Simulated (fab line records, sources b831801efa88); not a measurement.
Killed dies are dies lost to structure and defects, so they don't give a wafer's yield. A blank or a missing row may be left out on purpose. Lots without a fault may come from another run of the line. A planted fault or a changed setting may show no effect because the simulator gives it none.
fab line records | flow gf180mcu
record lots=7 wafers=21 last_day=34
route steps=602 shown MVPSD@84 VT_IMPLANT@90
lots that met no fault: from a run of the same line without faults
start_h: hours from the record's first day to the start of the lot's first wafer shown | wait_h: hours since the lot's step before | " the same as in the row above | L1.1+2: a row that stands for several wafers | - no value, or no start given | * or withheld: withheld | < > ~ a bound
route shown NAME@n: a module of which the file shows steps, and the number in the route of the first | usual: mean/standard deviation of fault-free wafers | same: alike in all rows | chamber/n: place in a boat | sites: the reading at each site | _std_site: their standard deviation | _edge_site: outer sites' mean less inner sites' | radius_mm: how far each site lies from the wafer's centre | mask NAME#n: copy n | behind: the tool/chamber that last shaped the wafer | hold: why the lot was held/for how many hours/how that ended | device: the transistor (n, p or np) that didn't switch | end of line: the same wafers' tests at the end of the route | a step without rows: its recipe alone | killed: dies lost to structure and defects at the first sort, not the wafer's yield | map: a wafer's dies, x killed, . not, _ none there
set.NAME: the setting as run; set.NAME@STEP: as run at that earlier step | model.NAME: the simulator's own value behind a step, which no gauge read
lots at some steps of the route; a table a step, a row a wafer
services: from which hour (start_h, from the record's first day; less than 0 if before it) a tool's chamber was out of use, for how many hours, and why
## steps
# step GF_MVPSD_DEVELOP_06
# recipe wall_angle_deg=90 develop_time_s=60 dev_temp_c=23
# step GF_MVPSD_OVL_MEAS_07
# usual MVPSD_OVL=0.5/1.4
# columns lot.wafer tool chamber start_h wait_h MVPSD_OVL[nm]
L982.2 overlay-01 - 104.73 - -0.2
L982.4 " - " " 1.3
L982.5 " - " " 0.1
L986.2 overlay-02 - 126.98 - 0.5
L986.3 " - " " -0.3
L986.5 " - " " -1.4
L997.1 overlay-01 - 192.87 - 0.0
L997.2 " - " " 1.6
L997.5 " - " " 2.6
L998.2 overlay-01 - 199.60 - -0.7
L998.3 " - " " -0.5
L998.6 " - " " -0.2
L999.1 overlay-02 - 203.42 - -2.4
L999.5 " - " " 1.9
L999.6 " - " " -0.9
L101.3 overlay-01 - 215.04 - 1.0
L101.5 " - " " 2.9
L101.6 " - " " 3.0
L104.4 overlay-02 - 234.74 - 2.5
L104.5 " - " " 1.1
L104.6 " - " " 3.4
# step GF_MVPSD_IMPLANT_08
# recipe species=B energy_kev=170 dose_cm2=1.5e+13 tilt_deg=0
# step GF_MVPSD_IMPLANT_09
# recipe species=B energy_kev=40 dose_cm2=5e+12 tilt_deg=0
# step GF_MVPSD_STRIP_10
# recipe chemistry=O2/N2 power_w=1400 pressure_mtorr=1500 platen_temp_c=250 o2_flow_sccm=3000 n2_flow_sccm=300 overash_fraction=0.5
# usual drypump_motor_current_A=5.6/0.35 heater_power_w=299/14 o2_flow_sccm=3002/8.7 oes_product_au=0.722/0.004 strip_time_to_endpoint_s=37.06/0.096
# columns lot.wafer tool chamber start_h wait_h drypump_motor_current_A heater_power_w o2_flow_sccm oes_product_au rf_hours_counter_h strip_time_to_endpoint_s
L982.2 plasma_asher-04 1 105.06 0.1 5.7 294 2991 0.719 33 36.91
L982.4 " 0 " " 4.9 318 3008 0.726 - 36.99
L982.5 " 0 " " 4.9 331 3034 0.717 - 36.94
L986.2 plasma_asher-02 1 127.31 0.1 6.1 288 2994 0.719 1 37.07
L986.3 " 1 " " 6.0 288 2996 0.718 - 37.10
L986.5 " 0 " " 5.3 287 2989 0.725 - 37.08
L997.1 plasma_asher-02 0 193.21 0.1 5.3 288 3004 0.722 7 37.22
L997.2 " 1 " " 6.1 293 3013 0.718 7 37.15
L997.5 " 0 " " 5.3 286 2992 0.723 - 37.19
L998.2 plasma_asher-04 0 199.93 0.1 4.9 324 3003 0.719 43 37.10
L998.3 " 1 " " 5.7 297 2986 0.722 - 37.09
L998.6 " 1 " " 5.7 300 2989 0.717 - 37.15
L999.1 plasma_asher-02 1 203.76 0.1 6.1 284 3005 0.718 8 37.08
L999.5 " 0 " " 5.3 288 2977 0.726 - 37.07
L999.6 " 1 " " 6.1 285 2995 0.723 - 37.09
L101.3 plasma_asher-03 1 215.39 0.1 5.5 317 3006 0.723 - 36.93
L101.5 " 0 " " 5.9 297 3013 0.717 - 36.89
L101.6 " 1 " " 5.5 317 3004 0.722 - 36.95
L104.4 plasma_asher-02 0 235.09 0.1 5.3 285 3006 0.720 - 37.17
L104.5 " 0 " " 5.4 285 2993 0.722 - 37.05
L104.6 " 1 " " 6.1 292 3008 0.722 - 37.21
# step GF_MVPSD_TW_MEAS_11
# usual MVPSD_TW=558.8/2.7
# columns lot.wafer tool chamber start_h wait_h MVPSD_TW
L982.2 film_metro-02 - 105.17 0.1 560.4
L982.4 " - " " 560.1
L982.5 " - " " 559.9
L986.2 film_metro-03 - 127.42 0.1 559.7
L986.3 " - " " 561.6
L986.5 " - " " 565.2
L997.1 film_metro-01 - 193.31 0.1 557.9
L997.2 " - " " 552.7
L997.5 " - " " 556.2
L998.2 film_metro-03 - 200.04 0.1 561.2
L998.3 " - " " 561.1
L998.6 " - " " 562.9
L999.1 film_metro-03 - 203.86 0.1 560.5
L999.5 " - " " 562.8
L999.6 " - " " 561.0
L101.3 film_metro-01 - 215.48 0.1 556.0
L101.5 " - " " 556.0
L101.6 " - " " 558.4
L104.4 film_metro-03 - 235.19 0.1 557.5
L104.5 " - " " 558.5
L104.6 " - " " 557.3
# step GF_VT_IMPLANT_DEHYDRATE_00
# recipe temp_c=200 time_s=60
# step GF_VT_IMPLANT_HMDS_01
# recipe prime_time_s=60 prime_temp_c=120
# step GF_VT_IMPLANT_COAT_02
# recipe resist=NOVOLAK spin_rpm=3000 resist_thk_nm=1000
# step GF_VT_IMPLANT_SOFTBAKE_03
# recipe temp_c=90 time_s=60 resist=NOVOLAK
# step GF_VT_IMPLANT_EXPOSE_04
# recipe mask_id=LVPWELL_LV_AREA target_cd_nm=600 na=0.6 source_shape=conventional sigma_outer=0.6 dose_mj=140
# step GF_VT_IMPLANT_PEB_05
# recipe temp_c=withheld time_s=* resist=NOVOLAK
# step GF_VT_IMPLANT_DEVELOP_06
# recipe develop_time_s=60 dev_temp_c=23
# usual chill_plate_temp_C=22.99/0.098 develop_time_s=60/0
# columns lot.wafer tool chamber start_h wait_h chill_plate_temp_C develop_time_s
L982.2 litho_track-01 0 119.80 0.1 23.11 60
L982.4 " 0 " " 22.96 60
L982.5 " 0 " " 23.04 60
L986.2 litho_track-03 0 142.13 0.1 23.12 60
L986.3 " 0 " " 23.02 60
L986.5 " 0 " " 23.06 60
L997.1 litho_track-04 - 210.27 0.1 - -
L997.2 " - " " - -
L997.5 " - " " - -
L998.2 litho_track-01 - 216.50 0.1 - -
L998.3 " - " " - -
L998.6 " - " " - -
L999.1 litho_track-01 - 220.62 0.1 - -
L999.5 " - " " - -
L999.6 " - " " - -
L101.3 litho_track-03 0 232.96 0.1 22.87 60
L101.5 " 0 " " 23.00 60
L101.6 " 0 " " 22.95 60
L104.4 litho_track-03 0 253.43 0.1 22.72 60
L104.5 " 0 " " 22.96 60
L104.6 " 0 " " 22.92 60
# step GF_VT_IMPLANT_OVL_MEAS_07
# usual VT_IMPLANT_OVL=-0.3/1.4
# columns lot.wafer tool chamber start_h wait_h VT_IMPLANT_OVL[nm]
L982.2 overlay-02 - 119.93 0.1 -1.3
L982.4 " - " " 0.9
L982.5 " - " " -3.5
L986.2 overlay-01 - 142.26 0.1 0.0
L986.3 " - " " -0.8
L986.5 " - " " -2.6
L997.1 overlay-01 - 210.42 0.1 -
L997.2 " - " " -
L997.5 " - " " -
L998.2 overlay-01 - 216.63 0.1 -
L998.3 " - " " -
L998.6 " - " " -
L999.1 overlay-02 - 220.77 0.1 -
L999.5 " - " " -
L999.6 " - " " -
L101.3 overlay-01 - 233.07 0.1 0.4
L101.5 " - " " 3.2
L101.6 " - " " 0.2
L104.4 overlay-01 - 253.52 0.1 2.0
L104.5 " - " " 1.1
L104.6 " - " " 2.0
## services
# columns tool chamber start_h hours kind
plasma_asher-02 - 108.75 9.0 pm
plasma_asher-02 0 108.75 9.0 vent_cycle
plasma_asher-02 1 108.75 9.0 vent_cycle
plasma_asher-02 0 117.75 - clean
plasma_asher-02 1 117.75 - clean
litho_track-03 - 218.99 - consumable_replace:filter
plasma_asher-02 - 247.42 14.6 pm
## key
first_sign step=GF_VT_IMPLANT_DEVELOP_06 reading=tool_record direction=missing
effect none on later readings
met_at GF_VT_IMPLANT_DEVELOP_06
struck_wafers L997.1,L997.2,L997.5,L998.2,L998.3,L998.6,L999.1,L999.5,L999.6
later_rows_left_out L997.1,L997.2,L997.5,L998.2,L998.3,L998.6,L999.1,L999.5,L999.6
sort_left_out L997.1,L997.2,L997.5,L998.2,L998.3,L998.6,L999.1,L999.5,L999.6
tester_left_out L997,L998,L999
onset_between 119.80 210.27
fault kind=skipped_step_whole tool=litho_track-01,litho_track-04 chamber=- onset_h=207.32 steps=GF_VT_IMPLANT_DEVELOP_06 scope=struck_lots_only
# tester_left_out: of these lots the tester's yield and bins aren't shown, on N5 and GAA mostly nor the transistor test; their killed dies are dies lost to structure and defects alone, not to doping, threshold or leakage, so they don't give the yield
# sort_left_out: the simulated sort isn't trusted on such a fault, so these wafers' sort isn't shown, and their yield isn't known
# later_rows_left_out: the simulator's readings of these wafers behind a module that went badly wrong aren't trusted and aren't shown, but for the sort
